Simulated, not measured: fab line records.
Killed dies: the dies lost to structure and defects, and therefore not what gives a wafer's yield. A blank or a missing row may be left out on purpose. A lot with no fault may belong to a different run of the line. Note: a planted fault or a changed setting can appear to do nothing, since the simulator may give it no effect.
fab line records	flow sky130	part 1 of 2: steps 1 to 29 of 39
record: lots: 5	wafers: 15	last-day: 50
route steps=708 shown VT_ADJUST_PCH@149 SONOS_TUNNEL@154 SONOS_ONO@168 GATE_OXIDE@187
lots that met no fault: from a run of the same line without faults
start-h: hours from the record's opening day to when the first of the lot's shown wafers began	wait-h: hours elapsed since this lot's preceding step	" as in the row above	L1.1+2: one row covering several wafers at once	- no value, or no start given	* or withheld: withheld	< > ~ a bound
route shown NAME@n: a module of which the file shows steps, and the number in the route of the first	usual: mean/standard deviation of fault-free wafers	same: alike in all rows	chamber/n: place in a boat	sites: the reading at each site	_std_site: the values' standard deviation	_edge_site: inner sites' mean taken away from outer sites' mean	radius-mm: how far each site lies from the wafer's centre	mask NAME#n: copy n	behind: the last tool/chamber to shape the wafer	hold: cause of the lot's hold/its duration in hours/its outcome	device: whichever transistor did not switch (one of n, p or np)	end of line: tests of these same wafers at the route's end	a step given without rows: its recipe and nothing more	killed: dies that structure and defects cost at the first sort, which is not the same as the wafer's yield	map: the dies of a wafer, with x for killed, . for not killed, _ for no die there
set.NAME: setting as actually run; set.NAME@STEP: the setting as run at that earlier step	model.NAME: the simulator's own value behind a step, which no gauge read
lots seen at some steps along the route; tables by step, rows by wafer
services: the hour from which a tool's chamber was out of use, counted from the record's first day as start-h (under 0 if before that day), plus the number of hours and why
== steps ==
step: SKY_VT_ADJUST_PCH_DEVELOP_06
recipe: wall-angle-deg: 90	developer: TMAH	develop-time-s: 60	dev-temp-c: 23
usual: resist-line-temp-C: 23.01/0.093
lot.wafer	tool	chamber	start-h	wait-h	resist-line-temp-C
L081.1	litho-track-03	0	-	-	22.94
L081.4	"	0	"	"	22.95
L081.6	"	0	"	"	22.96
L084.3	litho-track-03	0	-	-	22.94
L084.5	"	0	"	"	23.05
L084.6	"	0	"	"	22.97
L093.2	litho-track-02	0	-	-	22.91
L093.3	"	0	"	"	22.73
L093.6	"	0	"	"	22.91
L094.2	litho-track-03	0	-	-	23.22
L094.3	"	0	"	"	23.05
L094.6	"	0	"	"	23.12
L095.1	litho-track-03	0	-	-	23.14
L095.4	"	0	"	"	23.03
L095.6	"	0	"	"	23.13
step: SKY_VT_ADJUST_PCH_OVL_MEAS_07
usual: VT_ADJUST_PCH_OVL: -0.1/1.3
lot.wafer	tool	chamber	start-h	wait-h	VT_ADJUST_PCH_OVL[nm]
L081.1	overlay-02	-	275.98	-	2.7
L081.4	"	-	"	"	0.2
L081.6	"	-	"	"	1.1
L084.3	overlay-02	-	303.49	-	-0.1
L084.5	"	-	"	"	-1.6
L084.6	"	-	"	"	-1.4
L093.2	overlay-01	-	371.37	-	2.4
L093.3	"	-	"	"	1.2
L093.6	"	-	"	"	1.6
L094.2	overlay-01	-	375.94	-	0.6
L094.3	"	-	"	"	0.6
L094.6	"	-	"	"	0.1
L095.1	overlay-02	-	383.48	-	1.3
L095.4	"	-	"	"	0.8
L095.6	"	-	"	"	1.7
step: SKY_VT_ADJUST_PCH_IMPLANT_08
recipe: species: B	energy-kev: 10	dose-cm2: 5e+11	tilt-deg: withheld
lot.wafer	tool	chamber	start-h	wait-h
L081.1+4+6	implanter-04	0	276.02	0.0
L084.3+5+6	implanter-04	0	303.57	0.1
L093.2+3+6	implanter-02	0	371.43	0.0
L094.2+3+6	implanter-04	0	375.99	0.0
L095.1+4+6	implanter-02	0	383.52	0.0
step: SKY_VT_ADJUST_PCH_STRIP_09
recipe: chemistry: O2/N2	power-w: 1400	pressure-mtorr: 1500	platen-temp-c: withheld	o2-flow-sccm: 3000	n2-flow-sccm: 300	overash-fraction: 0.5
usual: drypump-motor-current-A: 5.9/0.6	o2-flow-sccm: 2999/8.6	oes-product-au: 0.723/0.0046	strip-time-to-endpoint-s: 36.95/0.097
lot.wafer	tool	chamber	start-h	wait-h	drypump-motor-current-A	o2-flow-sccm	oes-product-au	rf-hours-counter-h	strip-time-to-endpoint-s
L081.1	plasma-asher-02	0	276.17	0.1	5.0	2999	0.727	49	36.94
L081.4	"	1	"	"	5.6	2994	0.725	-	37.15
L081.6	"	1	"	"	5.6	2992	0.717	-	36.93
L084.3	plasma-asher-04	0	303.70	0.1	6.4	2995	0.720	-	37.10
L084.5	"	0	"	"	6.3	2993	0.720	-	37.11
L084.6	"	1	"	"	6.6	2991	0.729	-	37.05
L093.2	plasma-asher-02	0	371.55	0.1	5.0	3007	0.714	58	36.77
L093.3	"	1	"	"	5.6	2990	0.729	-	36.83
L093.6	"	1	"	"	5.6	2993	0.721	-	36.72
L094.2	plasma-asher-01	0	376.12	0.1	6.3	2998	0.720	67	36.96
L094.3	"	1	"	"	5.4	2987	0.726	-	37.01
L094.6	"	1	"	"	5.4	2999	0.728	-	37.01
L095.1	plasma-asher-02	0	383.67	0.1	5.0	2984	0.728	59	36.95
L095.4	"	1	"	"	5.6	3008	0.720	-	36.79
L095.6	"	0	"	"	5.0	2986	0.727	-	36.90
step: SKY_VT_ADJUST_PCH_TW_MEAS_10
usual: VT_ADJUST_PCH_TW: 142.3/1.2
lot.wafer	tool	chamber	start-h	wait-h	VT_ADJUST_PCH_TW
L081.1	film-metro-03	-	276.27	0.1	141.2
L081.4	"	-	"	"	141.7
L081.6	"	-	"	"	140.9
L084.3	film-metro-02	-	303.79	0.1	143.5
L084.5	"	-	"	"	143.6
L084.6	"	-	"	"	145.3
L093.2	film-metro-03	-	371.66	0.1	142.2
L093.3	"	-	"	"	141.9
L093.6	"	-	"	"	141.6
L094.2	film-metro-01	-	376.23	0.1	142.7
L094.3	"	-	"	"	142.7
L094.6	"	-	"	"	143.0
L095.1	film-metro-03	-	383.77	0.1	141.3
L095.4	"	-	"	"	140.6
L095.6	"	-	"	"	141.7
step: SKY_SONOS_TUNNEL_DEHYDRATE_00
recipe: temp-c: 200	time-s: 60
usual: resist-line-temp-C: 23.01/0.099
lot.wafer	tool	chamber	start-h	wait-h	resist-line-temp-C
L081.1	litho-track-04	0	287.37	11.1	23.03
L081.4	"	0	"	"	22.89
L081.6	"	0	"	"	22.98
L084.3	litho-track-04	0	315.67	11.9	23.15
L084.5	"	0	"	"	23.12
L084.6	"	0	"	"	23.19
L093.2	litho-track-02	0	385.29	13.6	22.93
L093.3	"	0	"	"	22.91
L093.6	"	0	"	"	23.09
L094.2	litho-track-03	0	389.41	13.2	22.95
L094.3	"	0	"	"	22.98
L094.6	"	0	"	"	22.94
L095.1	litho-track-02	0	397.36	13.6	23.08
L095.4	"	0	"	"	23.01
L095.6	"	0	"	"	23.03
step: SKY_SONOS_TUNNEL_HMDS_01
recipe: prime-time-s: 60	prime-temp-c: 120
usual: resist-line-temp-C: 23.01/0.099
lot.wafer	tool	chamber	start-h	wait-h	resist-line-temp-C
L081.1	litho-track-04	0	287.52	0.1	23.01
L081.4	"	0	"	"	22.81
L081.6	"	0	"	"	22.91
L084.3	litho-track-04	0	315.82	0.1	22.97
L084.5	"	0	"	"	22.87
L084.6	"	0	"	"	23.02
L093.2	litho-track-02	0	385.44	0.1	22.90
L093.3	"	0	"	"	23.08
L093.6	"	0	"	"	23.07
L094.2	litho-track-03	0	389.56	0.1	23.01
L094.3	"	0	"	"	23.08
L094.6	"	0	"	"	23.16
L095.1	litho-track-02	0	397.51	0.1	22.96
L095.4	"	0	"	"	22.85
L095.6	"	0	"	"	23.01
step: SKY_SONOS_TUNNEL_COAT_02
recipe: resist: NOVOLAK	spin-rpm: 3000	resist-thk-nm: 1140
usual: resist-line-temp-C: 22.98/0.093
lot.wafer	tool	chamber	start-h	wait-h	resist-line-temp-C
L081.1	litho-track-04	0	287.67	0.1	22.83
L081.4	"	0	"	"	22.94
L081.6	"	0	"	"	22.99
L084.3	litho-track-04	0	315.97	0.1	22.90
L084.5	"	0	"	"	23.00
L084.6	"	0	"	"	22.92
L093.2	litho-track-02	0	385.59	0.1	22.92
L093.3	"	0	"	"	22.99
L093.6	"	0	"	"	23.07
L094.2	litho-track-03	0	389.71	0.1	22.89
L094.3	"	0	"	"	22.85
L094.6	"	0	"	"	22.94
L095.1	litho-track-02	0	397.66	0.1	22.94
L095.4	"	0	"	"	22.99
L095.6	"	0	"	"	22.77
step: SKY_SONOS_TUNNEL_SOFTBAKE_03
recipe: temp-c: 90	time-s: 60	resist: NOVOLAK
usual: resist-line-temp-C: 23.02/0.11
lot.wafer	tool	chamber	start-h	wait-h	resist-line-temp-C
L081.1	litho-track-04	0	287.82	0.1	23.11
L081.4	"	0	"	"	23.14
L081.6	"	0	"	"	23.08
L084.3	litho-track-04	0	316.12	0.1	22.81
L084.5	"	0	"	"	22.88
L084.6	"	0	"	"	22.90
L093.2	litho-track-02	0	385.74	0.1	22.84
L093.3	"	0	"	"	22.85
L093.6	"	0	"	"	22.93
L094.2	litho-track-03	0	389.86	0.1	23.08
L094.3	"	0	"	"	23.12
L094.6	"	0	"	"	23.02
L095.1	litho-track-02	0	397.81	0.1	22.94
L095.4	"	0	"	"	22.84
L095.6	"	0	"	"	22.90
step: SKY_SONOS_TUNNEL_EXPOSE_04
recipe: mask-id: TUNM	na: 0.6	source-shape: conventional	sigma-outer: 0.6	polarization: unpolarized	target-cd-nm: 410	dose-mj: 136
same: na: 0.6
lot.wafer	tool	chamber	start-h	wait-h	mask
L081.1+4+6	iline-stepper-02	0	-	-	TUNM#0
L084.3+5+6	iline-stepper-01	0	-	-	TUNM#0
L093.2+3+6	iline-stepper-01	0	-	-	TUNM#0
L094.2+3+6	iline-stepper-01	0	-	-	TUNM#0
L095.1+4+6	iline-stepper-01	0	-	-	TUNM#0
step: SKY_SONOS_TUNNEL_PEB_05
recipe: temp-c: withheld	time-s: *	resist: NOVOLAK
usual: resist-line-temp-C: *
lot.wafer	tool	chamber	start-h	wait-h	resist-line-temp-C
L081.1	litho-track-03	0	-	-	*
L081.4	"	0	"	"	*
L081.6	"	0	"	"	*
L084.3	litho-track-04	0	-	-	*
L084.5	"	0	"	"	*
L084.6	"	0	"	"	*
L093.2	litho-track-02	0	-	-	*
L093.3	"	0	"	"	*
L093.6	"	0	"	"	*
L094.2	litho-track-03	0	-	-	*
L094.3	"	0	"	"	*
L094.6	"	0	"	"	*
L095.1	litho-track-02	0	-	-	*
L095.4	"	0	"	"	*
L095.6	"	0	"	"	*
step: SKY_SONOS_TUNNEL_DEVELOP_06
recipe: resist: NOVOLAK	developer: TMAH	develop-time-s: 58.77	dev-temp-c: 23
usual: resist-line-temp-C: 23.02/0.1
lot.wafer	tool	chamber	start-h	wait-h	resist-line-temp-C
L081.1	litho-track-03	0	301.18	0.1	22.94
L081.4	"	0	"	"	22.96
L081.6	"	0	"	"	23.08
L084.3	litho-track-04	0	329.02	0.1	23.19
L084.5	"	0	"	"	23.18
L084.6	"	0	"	"	23.20
L093.2	litho-track-02	0	399.29	0.1	23.12
L093.3	"	0	"	"	23.19
L093.6	"	0	"	"	23.10
L094.2	litho-track-03	0	404.60	0.1	22.95
L094.3	"	0	"	"	23.13
L094.6	"	0	"	"	22.96
L095.1	litho-track-02	0	412.66	0.1	23.17
L095.4	"	0	"	"	23.15
L095.6	"	0	"	"	23.20
step: SKY_SONOS_TUNNEL_CD_MEAS_07
recipe: target-cd-nm: 410
usual: cd-nm: 410.2/2.6
lot.wafer	tool	chamber	start-h	wait-h	cd-nm
L081.1	cd-sem-02	-	301.33	0.1	412.7
L081.4	"	-	"	"	414.0
L081.6	"	-	"	"	414.9
L084.3	cd-sem-02	-	329.16	0.1	410.7
L084.5	"	-	"	"	412.2
L084.6	"	-	"	"	410.5
L093.2	cd-sem-01	-	399.43	0.1	408.8
L093.3	"	-	"	"	409.2
L093.6	"	-	"	"	408.0
L094.2	cd-sem-01	-	404.75	0.1	406.6
L094.3	"	-	"	"	407.2
L094.6	"	-	"	"	405.1
L095.1	cd-sem-02	-	412.81	0.1	416.0
L095.4	"	-	"	"	412.8
L095.6	"	-	"	"	415.9
step: SKY_SONOS_TUNNEL_OVL_MEAS_08
usual: SONOS_TUNNEL_OVL: 0.9/1.4
lot.wafer	tool	chamber	start-h	wait-h	SONOS_TUNNEL_OVL[nm]
L081.1	overlay-01	-	301.45	0.1	1.3
L081.4	"	-	"	"	0.3
L081.6	"	-	"	"	1.3
L084.3	overlay-02	-	329.26	0.1	-0.3
L084.5	"	-	"	"	-0.3
L084.6	"	-	"	"	1.4
L093.2	overlay-01	-	399.54	0.1	1.5
L093.3	"	-	"	"	-0.3
L093.6	"	-	"	"	1.3
L094.2	overlay-01	-	404.86	0.1	2.4
L094.3	"	-	"	"	2.8
L094.6	"	-	"	"	2.3
L095.1	overlay-02	-	412.93	0.1	1.5
L095.4	"	-	"	"	-1.1
L095.6	"	-	"	"	1.9
step: SKY_SONOS_TUNNEL_IMPLANT_09
recipe: species: B	energy-kev: 20	dose-cm2: 1e+12	tilt-deg: withheld
lot.wafer	tool	chamber	start-h	wait-h
L081.1+4+6	implanter-04	0	301.49	0.0
L084.3+5+6	implanter-02	0	329.33	0.1
L093.2+3+6	implanter-04	0	399.60	0.0
L094.2+3+6	implanter-02	0	404.91	0.0
L095.1+4+6	implanter-04	0	412.97	0.0
step: SKY_SONOS_TUNNEL_WET_ETCH_10
recipe: chemistry: dHF	target-depth-nm: 14	target: SiO2	dilution: 100:1	temp-c: 25	time-s: 280
lot.wafer	tool	chamber	start-h	wait-h
L081.1+4+6	wet-bench-01	2	301.64	0.1
L084.3+5+6	wet-bench-01	0	329.43	0.1
L093.2+3+6	wet-bench-04	2	399.72	0.1
L094.2+3+6	wet-bench-03	2	405.04	0.1
L095.1+4+6	wet-bench-01	1	413.12	0.1
step: SKY_SONOS_TUNNEL_STRIP_11
recipe: chemistry: SPM	time-s: 600	temp-c: 130
lot.wafer	tool	chamber	start-h	wait-h
L081.1+4+6	wet-bench-04	1	301.73	0.0
L084.3+5+6	wet-bench-01	1	329.52	0.0
L093.2+3+6	wet-bench-04	1	399.81	0.0
L094.2+3+6	wet-bench-04	2	405.14	0.0
L095.1+4+6	wet-bench-03	1	413.21	0.0
step: SKY_SONOS_TUNNEL_TW_MEAS_12
usual: SONOS_TUNNEL_TW: 196.2/1.6
lot.wafer	tool	chamber	start-h	wait-h	SONOS_TUNNEL_TW
L081.1	film-metro-04	-	301.91	0.0	194.5
L081.4	"	-	"	"	195.3
L081.6	"	-	"	"	194.8
L084.3	film-metro-04	-	329.71	0.0	195.2
L084.5	"	-	"	"	195.9
L084.6	"	-	"	"	196.2
L093.2	film-metro-02	-	400.02	0.0	195.9
L093.3	"	-	"	"	195.9
L093.6	"	-	"	"	196.9
L094.2	film-metro-03	-	405.50	0.0	196.8
L094.3	"	-	"	"	196.1
L094.6	"	-	"	"	196.4
L095.1	film-metro-02	-	413.38	0.0	197.3
L095.4	"	-	"	"	197.1
L095.6	"	-	"	"	197.0
step: SKY_SONOS_TUNNEL_CLEAN_13
recipe: chemistry: dHF	time-s: 20	dilution: 100:1	dry: ipa-marangoni
lot.wafer	tool	chamber	start-h	wait-h
L081.1+4+6	wet-bench-03	2	301.97	0.1
L084.3+5+6	wet-bench-03	0	329.75	0.0
L093.2+3+6	wet-bench-01	1	400.07	0.0
L094.2+3+6	wet-bench-01	3	405.55	0.0
L095.1+4+6	wet-bench-04	3	413.44	0.1
step: SKY_SONOS_ONO_OXIDATION_00
recipe: temp-c: 800	ambient: O2	idle-temp-c: 700	ramp-up-c-per-min: 10	ramp-down-c-per-min: 3	stabilise-s: 600	purge-s: 300	target-thk-a: 26	ox-time-s: 1249
usual: tube-center-temp-C: 800/0.076	tube_center_temp_C_max: 802.0/0.35
lot.wafer	tool	chamber	start-h	wait-h	tube-center-temp-C	tube_center_temp_C_max
L081.1	furnace-01	0	302.12	0.1	800	802.2
L081.4	"	0	"	"	799.95	802.2
L081.6	"	0	"	"	800	801.5
L084.3	furnace-01	0	330.00	0.2	800.12	802.3
L084.5	"	0	"	"	799.93	801.4
L084.6	"	0	"	"	799.9	801.7
L093.2	furnace-01	0	401.04	1.0	799.88	802.0
L093.3	"	0	"	"	800.01	802.2
L093.6	"	0	"	"	799.97	801.9
L094.2	furnace-01	0	406.83	1.3	799.89	802.2
L094.3	"	0	"	"	799.95	801.6
L094.6	"	0	"	"	799.97	802.9
L095.1	furnace-02	0	414.03	0.6	799.98	802.2
L095.4	"	0	"	"	799.97	801.9
L095.6	"	0	"	"	799.96	802.6
step: SKY_SONOS_ONO_THK_MEAS_01
recipe: reads: SiO2_of_SONOS_ONO_OXIDATION_00
usual: SONOS_ONO_OXIDATION_THK: 2.60/0.057
lot.wafer	tool	chamber	start-h	wait-h	SONOS_ONO_OXIDATION_THK[nm]
L081.1	film-metro-04	-	303.47	0.0	2.57
L081.4	"	-	"	"	2.59
L081.6	"	-	"	"	2.56
L084.3	film-metro-04	-	331.37	0.0	2.61
L084.5	"	-	"	"	2.71
L084.6	"	-	"	"	2.69
L093.2	film-metro-03	-	402.40	0.0	2.50
L093.3	"	-	"	"	2.58
L093.6	"	-	"	"	2.59
L094.2	film-metro-04	-	408.19	0.0	2.65
L094.3	"	-	"	"	2.62
L094.6	"	-	"	"	2.62
L095.1	film-metro-04	-	415.37	0.0	2.57
L095.4	"	-	"	"	2.62
L095.6	"	-	"	"	2.58
step: SKY_SONOS_ONO_CVD_02
recipe: material: Si3N4	precursor: DCS/NH3	target-thk-nm: 10.5	temp-c: 770	time-s: 180	pressure-mtorr: 250
lot.wafer	tool	chamber	start-h	wait-h
L081.1+4+6	lpcvd-02	0	303.62	0.1
L084.3+5+6	lpcvd-02	1	332.38	1.0
L093.2+3+6	lpcvd-02	1	402.47	0.1
L094.2+3+6	lpcvd-02	0	409.13	0.9
L095.1+4+6	lpcvd-02	1	415.74	0.4
step: SKY_SONOS_ONO_THK_MEAS_03
recipe: reads: Si3N4_of_SONOS_ONO_CVD_02
usual: SONOS_ONO_CVD_02_THK: 10.45/0.12
lot.wafer	tool	chamber	start-h	wait-h	SONOS_ONO_CVD_02_THK[nm]
L081.1	film-metro-03	-	304.67	0.0	10.72
L081.4	"	-	"	"	10.53
L081.6	"	-	"	"	10.43
L084.3	film-metro-03	-	333.45	0.0	10.46
L084.5	"	-	"	"	10.41
L084.6	"	-	"	"	10.42
L093.2	film-metro-01	-	403.53	0.0	10.35
L093.3	"	-	"	"	10.28
L093.6	"	-	"	"	10.38
L094.2	film-metro-03	-	410.19	0.0	10.50
L094.3	"	-	"	"	10.59
L094.6	"	-	"	"	10.48
L095.1	film-metro-03	-	416.79	0.0	10.23
L095.4	"	-	"	"	10.36
L095.6	"	-	"	"	10.48
step: SKY_SONOS_ONO_CVD_04
recipe: material: SiO2	precursor: SiH4/N2O	target-thk-nm: 5.7199	temp-c: 900	pressure-mtorr: 400
lot.wafer	tool	chamber	start-h	wait-h
L081.1+4+6	lpcvd-03	1	304.73	0.1
L084.3+5+6	lpcvd-03	1	333.49	0.0
L093.2+3+6	lpcvd-03	0	403.58	0.0
L094.2+3+6	lpcvd-03	0	410.24	0.0
L095.1+4+6	lpcvd-03	1	416.85	0.1
step: SKY_SONOS_ONO_THK_MEAS_05
recipe: reads: SiO2_of_SONOS_ONO_CVD_04
usual: SONOS_ONO_CVD_04_THK: 5.75/0.11
lot.wafer	tool	chamber	start-h	wait-h	SONOS_ONO_CVD_04_THK[nm]
L081.1	film-metro-04	-	305.98	0.0	5.88
L081.4	"	-	"	"	5.93
L081.6	"	-	"	"	5.92
L084.3	film-metro-04	-	334.76	0.0	5.64
L084.5	"	-	"	"	5.71
L084.6	"	-	"	"	5.62
L093.2	film-metro-03	-	404.84	0.0	5.74
L093.3	"	-	"	"	5.72
L093.6	"	-	"	"	5.66
L094.2	film-metro-01	-	411.50	0.0	5.72
L094.3	"	-	"	"	5.71
L094.6	"	-	"	"	5.78
L095.1	film-metro-04	-	418.10	0.0	5.76
L095.4	"	-	"	"	5.82
L095.6	"	-	"	"	5.75
step: SKY_SONOS_ONO_DEHYDRATE_06
recipe: temp-c: 200	time-s: 60
usual: resist-line-temp-C: 23.00/0.092
lot.wafer	tool	chamber	start-h	wait-h	resist-line-temp-C
L081.1	litho-track-03	0	318.78	12.8	23.11
L081.4	"	0	"	"	23.00
L081.6	"	0	"	"	23.13
L084.3	litho-track-04	0	347.77	13.0	22.90
L084.5	"	0	"	"	23.10
L084.6	"	0	"	"	22.83
L093.2	litho-track-01	0	419.13	14.3	22.96
L093.3	"	0	"	"	23.01
L093.6	"	0	"	"	23.09
L094.2	litho-track-04	0	425.50	14.0	22.91
L094.3	"	0	"	"	23.00
L094.6	"	0	"	"	22.97
L095.1	litho-track-04	0	432.57	14.5	23.12
L095.4	"	0	"	"	23.00
L095.6	"	0	"	"	23.04
step: SKY_SONOS_ONO_HMDS_07
recipe: prime-time-s: 60	prime-temp-c: 120
usual: resist-line-temp-C: 22.98/0.11
lot.wafer	tool	chamber	start-h	wait-h	resist-line-temp-C
L081.1	litho-track-03	0	318.93	0.1	22.84
L081.4	"	0	"	"	22.94
L081.6	"	0	"	"	22.95
L084.3	litho-track-04	0	347.92	0.1	22.85
L084.5	"	0	"	"	22.95
L084.6	"	0	"	"	22.99
L093.2	litho-track-01	0	419.28	0.1	22.99
L093.3	"	0	"	"	23.08
L093.6	"	0	"	"	23.14
L094.2	litho-track-04	0	425.65	0.1	23.11
L094.3	"	0	"	"	22.98
L094.6	"	0	"	"	23.04
L095.1	litho-track-04	0	432.72	0.1	23.02
L095.4	"	0	"	"	22.97
L095.6	"	0	"	"	22.90
step: SKY_SONOS_ONO_COAT_08
recipe: resist: NOVOLAK	spin-rpm: 3000	resist-thk-nm: 1140
usual: resist-line-temp-C: 23.00/0.11
lot.wafer	tool	chamber	start-h	wait-h	resist-line-temp-C
L081.1	litho-track-03	0	319.08	0.1	22.86
L081.4	"	0	"	"	23.05
L081.6	"	0	"	"	22.94
L084.3	litho-track-04	0	348.07	0.1	22.89
L084.5	"	0	"	"	22.91
L084.6	"	0	"	"	23.00
L093.2	litho-track-01	0	419.43	0.1	22.92
L093.3	"	0	"	"	22.78
L093.6	"	0	"	"	23.13
L094.2	litho-track-04	0	425.80	0.1	23.14
L094.3	"	0	"	"	23.14
L094.6	"	0	"	"	23.07
L095.1	litho-track-04	0	432.87	0.1	22.97
L095.4	"	0	"	"	23.10
L095.6	"	0	"	"	22.90
step: SKY_SONOS_ONO_SOFTBAKE_09
recipe: temp-c: 90	time-s: 60	resist: NOVOLAK
usual: resist-line-temp-C: 23.02/0.1
lot.wafer	tool	chamber	start-h	wait-h	resist-line-temp-C
L081.1	litho-track-03	0	319.23	0.1	23.24
L081.4	"	0	"	"	23.00
L081.6	"	0	"	"	22.95
L084.3	litho-track-04	0	348.22	0.1	23.09
L084.5	"	0	"	"	23.12
L084.6	"	0	"	"	22.99
L093.2	litho-track-01	0	419.58	0.1	22.77
L093.3	"	0	"	"	22.99
L093.6	"	0	"	"	22.82
L094.2	litho-track-04	0	425.95	0.1	23.06
L094.3	"	0	"	"	23.06
L094.6	"	0	"	"	23.15
L095.1	litho-track-04	0	433.02	0.1	22.89
L095.4	"	0	"	"	23.09
L095.6	"	0	"	"	22.91
